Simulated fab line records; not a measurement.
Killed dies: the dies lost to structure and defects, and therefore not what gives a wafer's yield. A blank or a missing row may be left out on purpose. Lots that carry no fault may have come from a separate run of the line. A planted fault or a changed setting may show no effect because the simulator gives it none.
What tool caused it?    flow sky130    Sampling: 12 lots, 36 wafers, 2 of 708 route steps

## WHAT THE GAUGES READ, wafer by wafer
SKY_METAL2_CD_MEAS_15: the cd target is 140 nm.
lot   measured      on        cdNm (nm)
L075  day 35 06:19  cdSem-02  136.3 137.5 136.5
L077  day 36 02:29  cdSem-01  140.5 139.1 141.2
L079  day 36 13:57  cdSem-01  138.2 139.6 140.8
L081  day 37 12:48  cdSem-01  141.1 140.2 140.3
L083  day 38 00:47  cdSem-01  138.9 141.4 139.8
L085  day 38 12:51  cdSem-02  138.7 139.7 138.8
L087  day 39 14:31  cdSem-02  139.3 139.7 139.0
L088  day 39 22:27  cdSem-02  137.9 137.8 138.1
L091  day 40 13:17  cdSem-01  140.4 140.8 141.5
L093  day 41 02:07  cdSem-02  139.5 138.2 139.1
L095  day 41 16:14  cdSem-02  138.9 136.7 138.3
L097  day 42 09:08  cdSem-02  141.9 140.3 139.1

## TOOL THAT RAN EACH LOT (tool first, then ch and the chambers of the sampled wafers, then the start)
lot   SKY_METAL2_SPUTTER_04
L075  pvdSputter-02, day 34 03:37
L077  pvdSputter-04, day 35 00:32
L079  pvdSputter-04, day 35 12:22
L081  pvdSputter-03, day 36 10:39
L083  pvdSputter-04, day 36 22:56
L085  pvdSputter-03, day 37 11:13
L087  pvdSputter-02, day 38 13:42
L088  pvdSputter-02, day 38 21:22
L091  pvdSputter-03, day 39 12:14
L093  pvdSputter-02, day 40 01:51
L095  pvdSputter-02, day 40 16:06
L097  pvdSputter-03, day 41 09:34
- SKY_METAL2_SPUTTER_04: material TiN, target thk 70 nm, time 58.3 s.

## THE ANSWER, worked out from the rows above alone
Rule: the lots themselves supply what counts as usual. The widest of any qualifying gaps counts: lots, ordered by their means at a reading, are off when they make up no more than a third of the lots, leave a main group of 4 or more, and stand apart from it by 3 or more times the standard deviation of that group's means. A main group is skipped when, at the precision printed for the reading in the tables above, its means are all equal. A lot without any number at a reading at which 4 lots or more have one is off too. All remaining lots with rows at the step are treated as sound.
Nothing can be told from this: no lot is off at any reading shown.

## WHAT THE SIMULATOR HAD PUT IN
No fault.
